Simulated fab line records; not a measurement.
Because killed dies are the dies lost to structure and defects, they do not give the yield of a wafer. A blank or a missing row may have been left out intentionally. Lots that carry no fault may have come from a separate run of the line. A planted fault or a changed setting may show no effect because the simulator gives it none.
A struck lot beside a sound one || flow sky130 || 16 steps out of a route of 708
Sound: these wafers, L511.3, L511.5, L511.6. Wafers L519.1, L519.5, L519.6 were the ones struck. At the end, the cause is stated.
Per side, at each step with rows, come the tool, then ch with its chambers, and then its first start. Under that, the readings that differ: sound wafers || struck wafers || difference of the means || sigmas: that difference in standard deviations of wafers without a fault.
alike: a reading whose means differ by less than 2 such deviations, as well as words and numbers matching on both sides. not compared: withheld readings; readings where some wafer has no value; bounds like >300 that might hide an equal value; numbers whose values overlap and for which the record gives no deviation.
A row with sigmas, a row that says differs or no value, or rows on one side alone: a step with any of these is where the two part. Numbers that have no deviation but don't overlap get no sigmas and don't part them. A reading missing from all wafers of one side parts the sides only when that side holds two or more wafers.

SKY_NWELL_RS_MEAS_29: measurement is done with a four-point probe.
  sound on filmMetro-04, day 5 21:14; struck on filmMetro-02, day 7 20:42
{"reading": "NWELL_RS (ohm/sq)", "sound": "624.4 622.6 624.7", "struck": "626.9 626.7 628.0", "difference": "+3.3", "sigmas": "+2"}
SKY_NWELL_RS_MEAS_31: measurement is done with a four-point probe.
  sound on filmMetro-04, day 5 21:29; struck on filmMetro-02, day 7 20:56
  alike: PWDE_RS
then, 7 steps without rows for these wafers: SKY_VT_ADJUST_HVTP_DEHYDRATE_00 (time 60 s); SKY_VT_ADJUST_HVTP_HMDS_01 (prime time 60 s); SKY_VT_ADJUST_HVTP_COAT_02 (resist thk 1140 nm); SKY_VT_ADJUST_HVTP_SOFTBAKE_03 (time 60 s); SKY_VT_ADJUST_HVTP_EXPOSE_04 (exposes mask HVTPM, target cd 380 nm); SKY_VT_ADJUST_HVTP_PEB_05; SKY_VT_ADJUST_HVTP_DEVELOP_06 (develop time 60 s).
SKY_VT_ADJUST_HVTP_CD_MEAS_07 targets a cd of 380 nm.
  sound on cdSem-02, day 6 14:54; struck on cdSem-01, day 8 16:27
  alike: cdNm
SKY_VT_ADJUST_HVTP_OVL_MEAS_08:
  sound on overlay-02, day 6 14:59; struck on overlay-01, day 8 16:34
  alike: VT_ADJUST_HVTP_OVL
SKY_VT_ADJUST_HVTP_IMPLANT_09:
  sound on implanter-02 ch 0, day 6 15:04; struck on implanter-01 ch 0, day 8 16:37
{"reading": "doseIonsCm2", "sound": "4.301e+12 4.297e+12 4.299e+12", "struck": "5.023e+12 5.015e+12 5.015e+12", "difference": "+7.187e+11", "sigmas": "+99 or more"}
{"reading": "faradayCurrentUA", "sound": "23.9 24.6 23.6", "struck": "28.2 28.2 27.4", "difference": "+3.9", "sigmas": "+8"}
SKY_VT_ADJUST_HVTP_STRIP_10: strips in O2/N2.
  sound on plasmaAsher-02 ch 0,1, day 6 15:12; struck on plasmaAsher-02 ch 0,1, day 8 16:46
  alike: drypumpMotorCurrentA, oesProductAu, stripTimeToEndpointS
  not compared: rfHoursCounterH
SKY_VT_ADJUST_HVTP_TW_MEAS_11:
  sound on filmMetro-01, day 6 15:17; struck on filmMetro-04, day 8 16:52
{"reading": "VT_ADJUST_HVTP_TW", "sound": "1359 1360 1350", "struck": "1465 1464 1463", "difference": "+108", "sigmas": "+5"}
then, 1 step without rows for these wafers: SKY_VT_ADJUST_LVTN_DEHYDRATE_00 (time 60 s).
-- a jump in the record: the struck wafers' starts before and after are 40 days apart (it breaks off in module VT_ADJUST_LVTN and resumes in module PAD_OPEN, where the first step shown is number 708 of the route) --
SKY_PAD_OPEN_PROBE_99:
  sound on prober-01, day 46 03:04; struck on prober-01, day 48 11:10
{"reading": "model.etest.tipP.rsOhmSq", "sound": "6783 6806 6831", "struck": "7400 7389 7417", "difference": "+595", "sigmas": ""}
{"reading": "model.etest.pfet_01v8.rOnOhmUm", "sound": "2893 2860 2934", "struck": "3130 3042 3102", "difference": "+196", "sigmas": ""}
{"reading": "model.etest.pfet_01v8.driveUaUm", "sound": "193.5 193.7 190.9", "struck": "168 172.8 173.8", "difference": -21, "sigmas": ""}
{"reading": "model.etest.pfet_01v8_mvt.driveUaUm", "sound": "153.3 153.2 151.8", "struck": "130.2 132.8 132.7", "difference": -20.9, "sigmas": ""}
{"reading": "model.etest.pfet_01v8_hvt.driveUaUm", "sound": "144.2 144.3 141.4", "struck": "128.1 130.7 129.5", "difference": -13.9, "sigmas": ""}
{"reading": "model.etest.sramPfetLatch.driveUaUm", "sound": "144.7 150.5 143.9", "struck": "124.4 130.3 128.7", "difference": -18.6, "sigmas": ""}
{"reading": "model.etest.pfet_01v8.offLog10AUm", "sound": "-9.882 -10 -9.907", "struck": "-11.7 -11.23 -11.39", "difference": -1.5, "sigmas": ""}
{"reading": "model.etest.pfet_01v8_mvt.offLog10AUm", "sound": "-10.69 -10.78 -10.7", "struck": "-12.44 -12.44 -12.43", "difference": -1.71, "sigmas": ""}
  alike: killed_at_M0_to_M3, killed_at_M4_up, killedAtContacts, killedAtFrontEnd, killedAtOther, killedDies, killedOpen, killedShort

## WHERE THEY PART
First at SKY_NWELL_RS_MEAS_29; last, within this record, at SKY_VT_ADJUST_HVTP_TW_MEAS_11. Later steps at which nothing parts them and some readings are alike: SKY_PAD_OPEN_PROBE_99.

WHY: what the simulator had put in
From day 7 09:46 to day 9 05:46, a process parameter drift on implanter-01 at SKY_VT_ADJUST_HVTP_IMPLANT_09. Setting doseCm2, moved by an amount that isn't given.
